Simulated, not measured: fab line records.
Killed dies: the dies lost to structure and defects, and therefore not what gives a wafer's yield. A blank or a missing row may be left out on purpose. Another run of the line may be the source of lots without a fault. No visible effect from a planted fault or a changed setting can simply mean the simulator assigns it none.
One fault through the eyes of 2 desks	flow sfq_line	numbers are kept per desk, each desk with only its own; the story behind them comes last

## METROLOGY DESK
What the gauges read, lot by lot, whatever tool the lot ran on: means of the sampled wafers that have a number. Marked OUT: a lot whose mean sits more than 4 standard deviations from the usual mean, which makes it out of limits; the brackets give that distance.
Columns: A = M4_NB_RS at SFQ_M4_RS_MEAS_924, usual 0.891 ohm/sq; B = I6_OVL at SFQ_I6_OVL_MEAS_942, usual 3 nm
lot	first seen here	A	B
L967	day 49 06:24	0.890	11
L968	day 49 18:24	0.889	5
L971	day 50 14:46	0.910	-11
L972	day 50 17:11	0.892	9
L974	day 51 05:12	0.881	4
L977	day 53 15:58	0.890	5
L984	day 56 08:17	0.890	3
L985	day 56 11:59	0.896	-1
L986	day 57 01:06	0.898	-2
L987	day 57 05:53	0.894	9
L988	day 57 07:08	0.887	-1
L989	day 57 08:17	0.878	-1
L990	day 57 09:29	0.900	6
This desk's verdict: no lot among the 13 shows anything out of limits.

## FOR THE TOOL OWNER'S DESK: cmp-02
The tool's own readings at SFQ_TRILAYER_I2_CMP_CMP_064 (polishes SiO2): means of the sampled wafers that have a number, for each lot that ran on this tool. Marked OUT: a lot whose mean sits more than 4 standard deviations from the usual mean, which makes it out of limits; the brackets give that distance.
Columns: A = edge_zone_pressure_frac at SFQ_TRILAYER_I2_CMP_CMP_064, usual 0.999; B = motor_current_A at SFQ_TRILAYER_I2_CMP_CMP_064, usual 10.8 A; C = retaining_ring_pressure_frac at SFQ_TRILAYER_I2_CMP_CMP_064, usual 1.000; D = time_to_endpoint_s at SFQ_TRILAYER_I2_CMP_CMP_064, usual 217 s
lot	first seen here	A	B	C	D
L968	day 37 13:23	0.999	10.6	1.002	220
L971	day 38 16:53	1.000	10.9	0.998	226
L974	day 40 09:59	0.997	11.0	0.999	217
L977	day 42 06:28	0.998	10.7	0.998	216
L986	day 45 13:24	1.000	10.4	1.002	218
L988	day 46 06:04	0.999	10.9	0.999	222
L990	day 46 16:25	1.003	10.7	0.994	217
This desk's verdict: no lot among the 7 shows anything out of limits.

## TAKEN TOGETHER
At the metrology desk, nothing out of limits was observed.
The desk of the tool owner found nothing out of limits.

## WHAT THE SIMULATOR HAD PUT IN
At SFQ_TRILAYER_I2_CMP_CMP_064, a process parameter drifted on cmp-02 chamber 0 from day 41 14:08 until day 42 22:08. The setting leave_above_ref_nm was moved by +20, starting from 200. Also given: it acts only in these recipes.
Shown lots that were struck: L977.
